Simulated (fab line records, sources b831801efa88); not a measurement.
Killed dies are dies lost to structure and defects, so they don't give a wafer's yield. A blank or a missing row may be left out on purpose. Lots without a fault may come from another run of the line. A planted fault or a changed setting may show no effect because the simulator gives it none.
fab line records | flow sky130
record lots=4 wafers=12 last_day=48
route steps=708 shown CAPM@539 METAL3@555 VIA3@573 PAD_OPEN@708
lots that met no fault: from a run of the same line without faults
start_h: hours from the record's first day to the start of the lot's first wafer shown | wait_h: hours since the lot's step before | " the same as in the row above | L1.1+2: a row that stands for several wafers | - no value, or no start given | * or withheld: withheld | < > ~ a bound
route shown NAME@n: a module of which the file shows steps, and the number in the route of the first | usual: mean/standard deviation of fault-free wafers | same: alike in all rows | chamber/n: place in a boat | sites: the reading at each site | _std_site: their standard deviation | _edge_site: outer sites' mean less inner sites' | radius_mm: how far each site lies from the wafer's centre | mask NAME#n: copy n | behind: the tool/chamber that last shaped the wafer | hold: why the lot was held/for how many hours/how that ended | device: the transistor (n, p or np) that didn't switch | end of line: the same wafers' tests at the end of the route | a step without rows: its recipe alone | killed: dies lost to structure and defects at the first sort, not the wafer's yield | map: a wafer's dies, x killed, . not, _ none there
set.NAME: the setting as run; set.NAME@STEP: as run at that earlier step | model.NAME: the simulator's own value behind a step, which no gauge read
lots at some steps of the route; a table a step, a row a wafer
services: from which hour (start_h, from the record's first day; less than 0 if before it) a tool's chamber was out of use, for how many hours, and why
## steps
# step SKY_CAPM_SPUTTER_02
# recipe material=TiN target_thk_nm=200 temp_c=300 power_w=6500 time_s=166.7 chamber_pressure_pa=0.4
# step SKY_CAPM_DEHYDRATE_05
# recipe temp_c=200 time_s=60
# step SKY_CAPM_HMDS_06
# recipe prime_time_s=60 prime_temp_c=120
# step SKY_CAPM_COAT_07
# recipe resist=NOVOLAK spin_rpm=3000 resist_thk_nm=1140
# step SKY_CAPM_SOFTBAKE_08
# recipe temp_c=90 time_s=60 resist=NOVOLAK
# step SKY_CAPM_EXPOSE_09
# recipe mask_id=CAPM na=0.6 source_shape=conventional sigma_outer=0.6 polarization=unpolarized target_cd_nm=1000 dose_mj=159
# step SKY_CAPM_PEB_10
# recipe temp_c=withheld time_s=* resist=NOVOLAK
# step SKY_CAPM_DEVELOP_11
# recipe resist=NOVOLAK developer=TMAH develop_time_s=60 dev_temp_c=23
# step SKY_CAPM_METAL_ETCH_13
# recipe target_depth_nm=220 stop_on=SiO2 chemistry=Cl2/BCl3 target=TiN pressure_mtorr=10 icp_w=900 bias_w=48.5 Cl2_flow_sccm=60 bcl3_flow_sccm=30 time_s=62.9
# usual bias_w=48.46/0.15 drypump_motor_current_A=6.0/0.48 oes_product_au=0.939/0.0081 throttle_valve_pct=21.903/0.011
# columns lot.wafer tool chamber start_h wait_h bias_w drypump_motor_current_A oes_product_au rf_hours_counter_h throttle_valve_pct
L973.1 rie_metal-02 1 900.27 0.0 48.67 5.5 0.943 17 21.890
L973.2 " 0 " " 48.36 6.2 0.942 2 21.894
L973.6 " 0 " " 48.51 6.3 0.949 - 21.885
L976.3 rie_metal-04 0 932.84 0.1 48.62 6.4 0.937 - 21.912
L976.4 " 0 " " 48.50 6.4 0.932 - 21.891
L976.6 " 0 " " 48.57 6.4 0.941 - 21.903
L983.2 rie_metal-04 0 982.19 0.0 48.65 6.4 0.941 8 21.901
L983.5 " 0 " " 48.82 6.4 0.940 - 21.920
L983.6 " 1 " " 48.49 5.2 0.938 - 21.900
L984.1 rie_metal-04 1 984.09 0.0 48.59 5.2 0.945 3 21.893
L984.4 " 1 " " 48.45 5.2 0.941 - 21.915
L984.5 " 1 " " 48.53 5.2 0.927 - 21.907
# step SKY_CAPM_STRIP_14
# recipe chemistry=O2/N2 power_w=1400 pressure_mtorr=1500 platen_temp_c=withheld o2_flow_sccm=3000 n2_flow_sccm=300 overash_fraction=0.5
# step SKY_CAPM_STRIP_15
# recipe chemistry=post_etch_residue_remover time_s=1200 temp_c=72.5
# step SKY_CAPM_CLEAN_16
# recipe chemistry=IPA time_s=180 temp_c=25
# step SKY_CAPM_CLEAN_17
# recipe chemistry=O3/DIW dry=n2_spin
# step SKY_METAL3_DEHYDRATE_05
# recipe temp_c=200 time_s=60
# step SKY_METAL3_HMDS_06
# recipe prime_time_s=60 prime_temp_c=120
# step SKY_METAL3_COAT_07
# recipe resist=BARC temp_c=withheld time_s=withheld spin_rpm=3000 resist_thk_nm=60
# step SKY_METAL3_COAT_08
# recipe resist=KrF-thick spin_rpm=3000 resist_thk_nm=1140
# step SKY_METAL3_SOFTBAKE_09
# recipe temp_c=100 time_s=90 resist=KrF-thick
# step SKY_METAL3_EXPOSE_10
# recipe mask_id=MM3 na=0.68 source_shape=annular sigma_inner=0.4 sigma_outer=0.8 target_cd_nm=300 dose_mj=28
# step SKY_METAL3_PEB_11
# recipe peb_temp_c=withheld peb_time_s=withheld resist=KrF-thick
# step SKY_METAL3_DEVELOP_12
# recipe develop_time_s=60 resist=KrF-thick dev_temp_c=21
# step SKY_METAL3_DESCUM_15
# recipe chemistry=O2 source_power_w=150 bias_power_w=0 pressure_mtorr=10 temp_c=40 time_s=8
# step SKY_METAL3_ETCH_16
# recipe chemistry=N2/H2 target=BARC ion_energy_ev=200 bias_w=100 pressure_mtorr=30 n2_flow_sccm=100 h2_flow_sccm=200 icp_w=500 stop_on=SiO2 time_s=88.2 target_depth_a=600
# step SKY_METAL3_ETCH_17
# recipe target=SiO2 stop_on=TiN chemistry=C4F8/O2/Ar source_w=1500 bias_w=1200 pressure_mtorr=40 c4f8_flow_sccm=withheld O2_flow_sccm=6 Ar_flow_sccm=300 time_s=3.9 target_depth_a=150
# step SKY_METAL3_METAL_ETCH_18
# recipe target_depth_a=8450 stop_on=SiO2 over_etch_frac=0.3 time_s=183.1 chemistry=Cl2/BCl3 resist_sidewall_deg=88 pressure_mtorr=10 icp_w=900 bias_w=48.5 Cl2_flow_sccm=60 bcl3_flow_sccm=30
# step SKY_METAL3_STRIP_19
# recipe chemistry=O2/N2 power_w=1400 pressure_mtorr=1500 platen_temp_c=withheld o2_flow_sccm=3000 n2_flow_sccm=300 overash_fraction=0.5
# step SKY_METAL3_STRIP_20
# recipe chemistry=post_etch_residue_remover time_s=1200 temp_c=72.5
# step SKY_METAL3_CLEAN_21
# recipe chemistry=IPA time_s=180 temp_c=25
# step SKY_METAL3_CLEAN_22
# recipe chemistry=O3/DIW dry=n2_spin
# step SKY_VIA3_HDPCVD_00
# recipe material=SiO2 target_thk_nm=1635 sigma_open_frac=0.3 time_s=272.5 temp_c=400 sih4_flow_sccm=60 pressure_mtorr=6
# step SKY_VIA3_CMP_02
# recipe material=SiO2 down_force_psi=4 platen_rpm=60 pad_velocity_m_s=0.94248
# step SKY_VIA3_DEHYDRATE_04
# recipe temp_c=200 time_s=60
# step SKY_VIA3_HMDS_05
# recipe prime_time_s=60 prime_temp_c=120
# step SKY_VIA3_COAT_06
# recipe resist=BARC temp_c=withheld time_s=withheld spin_rpm=3000 resist_thk_nm=60
# step SKY_PAD_OPEN_PROBE_99
# usual defect_limited_yield=82.5/1.9 killed_at_M0_to_M3=43/7.2 killed_at_M4_up=3.1/1.8 killed_at_contacts=24/5.4 killed_at_front_end=15/4.4 killed_at_other=0.4/0.56 killed_dies=86/9.3 killed_open=47/6.9 killed_short=39/6.6 sort_bin_3_pad_short=0.9/0.43 sort_bin_5_function=10.4/1.5 sort_bin_6_memory=6.2/1.1 sort_n_pass=406/9.3 sort_yield_pct=82.5/1.9
# same gross_dies=492 killed_at_back_side=0 sort_bin_4_leakage[%]=0 sort_bin_8_speed[%]=0
# columns lot.wafer tool chamber start_h wait_h hold defect_limited_yield[%] killed_at_M0_to_M3 killed_at_M4_up killed_at_contacts killed_at_front_end killed_at_other killed_dies killed_open killed_short sort_bin_3_pad_short[%] sort_bin_5_function[%] sort_bin_6_memory[%] sort_n_pass sort_yield_pct[%] model.etest.tester.sort_n_pass model.etest.tester.sort_yield_pct model.etest.tester.sort_bin_5_pct model.etest.tester.sort_bin_3_pct
L973.1 prober-01 - 1095.32 0.1 - 82.7 33 3 30 19 0 85 54 31 0.8 10.0 6.5 407 82.7 407 82.72 9.959 0.813
L973.2 prober-01 - 1095.37 0.1 - 81.3 35 7 31 19 0 92 46 46 0.8 11.2 6.7 400 81.3 400 81.3 11.18 0.813
L973.6 prober-01 - 1095.57 0.2 - 79.3 48 3 32 19 0 102 54 48 1.0 11.2 8.5 390 79.3 390 79.27 11.18 1.016
L976.3 prober-02 - 1121.17 0.2 - 86.6 30 1 26 9 0 66 31 35 0.2 7.7 5.5 426 86.6 426 86.59 7.724 0.2033
L976.4 prober-02 - 1121.22 0.2 - 82.9 50 0 23 11 0 84 53 31 0.6 10.6 5.9 408 82.9 408 82.93 10.57 0.6098
L976.6 prober-02 - 1121.32 0.2 - 79.7 51 2 32 14 1 100 46 54 1.6 12.8 5.9 392 79.7 392 79.67 12.8 1.626
L983.2 prober-01 - 1161.97 0.1 await_dispo/1.8h/release 81.1 37 1 34 21 0 93 50 42 1.4 11.8 5.7 399 81.1 399 81.1 11.79 1.423
L983.5 prober-01 - 1162.12 0.2 await_dispo/1.8h/release 81.9 47 5 23 14 0 89 43 45 0.4 12.0 5.7 403 81.9 403 81.91 11.99 0.4065
L983.6 prober-01 - 1162.17 0.2 await_dispo/1.8h/release 72.6 46 4 18 17 50 135 42 41 2.8 17.7 6.9 357 72.6 357 72.56 17.68 2.846
L984.1 prober-02 - 1163.45 0.1 await_dispo/1.2h/release 78.5 34 5 13 8 46 106 28 32 2.4 13.4 5.7 386 78.5 386 78.46 13.41 2.439
L984.4 prober-02 - 1163.60 0.2 await_dispo/1.2h/release 71.7 36 4 25 18 56 139 39 44 2.4 17.1 8.7 353 71.7 353 71.75 17.07 2.439
L984.5 prober-02 - 1163.65 0.2 await_dispo/1.2h/release 78.5 31 1 16 11 47 106 34 25 2.2 12.8 6.5 386 78.5 386 78.46 12.8 2.236
# killed by level:class
L973.1 VIA1:geometric_particle:open=13 CONTACT:geometric_particle:open=11 FIELD_ISO:geometric_particle:open=7 LI_CONTACT:geometric_particle:open=7 CONTACT:geometric_particle:short=6 LOCAL_INTERCONNECT:geometric_particle:short=5 VIA3:geometric_particle:open=4 VIA2:geometric_particle:open=4
L973.2 VIA1:geometric_particle:open=11 POLY_GATE:geometric_particle:open=8 LOCAL_INTERCONNECT:geometric_particle:short=8 CONTACT:geometric_particle:short=7 LI_CONTACT:geometric_particle:open=7 CONTACT:geometric_particle:open=5 VIA1:geometric_particle:short=5 METAL4:geometric_particle:short=5
L973.6 LI_CONTACT:geometric_particle:open=10 VIA1:geometric_particle:open=10 CONTACT:geometric_particle:open=10 VIA2:geometric_particle:open=8 METAL1:geometric_particle:short=7 LOCAL_INTERCONNECT:geometric_particle:short=6 POLY_GATE:geometric_particle:short=5 POLY_GATE:geometric_particle:open=5
L976.3 LI_CONTACT:geometric_particle:open=9 VIA1:geometric_particle:open=7 CONTACT:geometric_particle:open=6 LI_CONTACT:geometric_particle:short=5 VIA1:geometric_particle:short=5 LOCAL_INTERCONNECT:geometric_particle:short=5 METAL2:geometric_particle:short=4 FIELD_ISO:geometric_particle:short=3
L976.4 VIA1:geometric_particle:open=13 CONTACT:geometric_particle:open=9 LI_CONTACT:geometric_particle:open=7 VIA2:geometric_particle:open=7 VIA3:geometric_particle:open=6 VIA1:geometric_particle:short=5 POLY_GATE:geometric_particle:short=4 CONTACT:geometric_particle:short=4
L976.6 VIA1:geometric_particle:open=16 LOCAL_INTERCONNECT:geometric_particle:short=10 CONTACT:geometric_particle:open=9 METAL2:geometric_particle:short=7 CONTACT:geometric_particle:short=6 FIELD_ISO:geometric_particle:short=6 VIA2:geometric_particle:open=6 VIA1:geometric_particle:short=5
L983.2 CONTACT:geometric_particle:open=13 VIA3:geometric_particle:open=9 LOCAL_INTERCONNECT:geometric_particle:short=8 VIA1:geometric_particle:open=7 CONTACT:geometric_particle:short=6 FIELD_ISO:geometric_particle:short=5 VIA2:geometric_particle:open=5 FIELD_ISO:geometric_particle:open=4
L983.5 VIA1:geometric_particle:open=11 VIA3:geometric_particle:open=8 CONTACT:geometric_particle:short=7 VIA2:geometric_particle:open=7 METAL2:geometric_particle:short=6 FIELD_ISO:geometric_particle:short=4 LI_CONTACT:geometric_particle:short=4 CONTACT:geometric_particle:open=4
L983.6 CAPM:unspecified=50 VIA1:geometric_particle:open=15 CONTACT:geometric_particle:short=8 VIA2:geometric_particle:open=8 CONTACT:geometric_particle:open=7 POLY_GATE:geometric_particle:short=4 VIA1:geometric_particle:short=4 METAL4:geometric_particle:short=4
L984.1 CAPM:unspecified=46 VIA3:geometric_particle:open=6 VIA1:geometric_particle:open=5 METAL4:geometric_particle:short=5 LOCAL_INTERCONNECT:geometric_particle:short=4 VIA1:geometric_particle:short=4 VIA2:geometric_particle:open=4 METAL2:geometric_particle:short=4
L984.4 CAPM:unspecified=56 VIA1:geometric_particle:open=10 CONTACT:geometric_particle:open=8 LI_CONTACT:geometric_particle:open=7 METAL2:geometric_particle:short=7 FIELD_ISO:geometric_particle:open=4 POLY_GATE:geometric_particle:short=4 CONTACT:geometric_particle:short=4
L984.5 CAPM:unspecified=46 VIA1:geometric_particle:open=9 LI_CONTACT:geometric_particle:open=6 FIELD_ISO:geometric_particle:open=5 VIA1:geometric_particle:short=4 METAL2:geometric_particle:short=4 POLY_GATE:geometric_particle:open=3 CONTACT:geometric_particle:short=3
# map L983.6 (x killed, . not)
__________.x........_________
________x...x..xx.x.x._______
______.........xxxxx.xx._____
_____.....x..x.xxxxxxx.x.____
____....x.x.xx.xxxxxxxx...___
___.....xx....xxxxxxxx..x..__
__....xx......xxxxxxxx......_
_.............xxxxxx..x.....x
_x.....x.xx..x...xx..x..x..x.
_.x.x...x.......xx...........
_.............x..x....x...x..
_........x.x..x.....xxxx.x...
_......x.......x.......x..x..
_...x.....x.....x.x..x..x....
_..x......x.x..x..x...x...x.x
__.xx....x..xx.............._
___.........x..x.x...x....x__
____..x....x........x.....___
_____.......x.x...x...x..____
______x..x....x...xx..x._____
________......x......._______
__________..x......._________
# map L984.4 (x killed, . not)
__________......x..._________
________.......x..x.x._______
______x...x...x.xxxxx..._____
_____...x....xxxxxxxx.x.x____
____x..x......xxxxxxxx....___
___......x...x.xxxxxxxxx...__
__...x...x..xx.xxxxxxxx...x._
_...x.x.x...x.xxxxxx..x......
_....x..x...x.xxx..x.x..x...x
_......x...x.....xxx.........
_...x..........xx....x....x..
_x.x.xx......x...xx......x...
_.x.......x.....x.......x....
_xx......x.....x..x....x.x...
_..........x........x..x.x...
__...x.x................x.x._
___....xx.............x...x__
____x....x...xx......x....___
_____..x...x.x....xx...x.____
______xxx..............x_____
________..x......x..x._______
__________.....x...x_________
## services
# columns tool chamber start_h hours kind
rie_metal-02 0 885.15 6.8 repair
rie_metal-04 1 892.96 - clean
rie_metal-04 1 892.96 15.2 scheduled_down
rie_metal-04 1 892.96 15.2 vent_cycle
rie_metal-04 - 893.39 0.3 repair
rie_metal-04 1 932.46 22.2 repair
## key
first_sign step=SKY_PAD_OPEN_PROBE_99 reading=killed_at_other direction=up sigmas=49 usual=0.4 struck=49.8
effect step=SKY_PAD_OPEN_PROBE_99 reading=killed_dies direction=up sigmas=3.8 usual=86 struck=122
model_effect step=SKY_PAD_OPEN_PROBE_99 value=etest.tester.sort_n_pass without=414.8 struck=370.5
met_at SKY_CAPM_METAL_ETCH_13
struck_wafers L983.6,L984.1,L984.4,L984.5
fault kind=chamber_particle_source tool=rie_metal-04 chamber=1 onset_h=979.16 steps=SKY_CAPM_METAL_ETCH_13 rate_per_visit_cm2=0.65263 end_h=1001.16
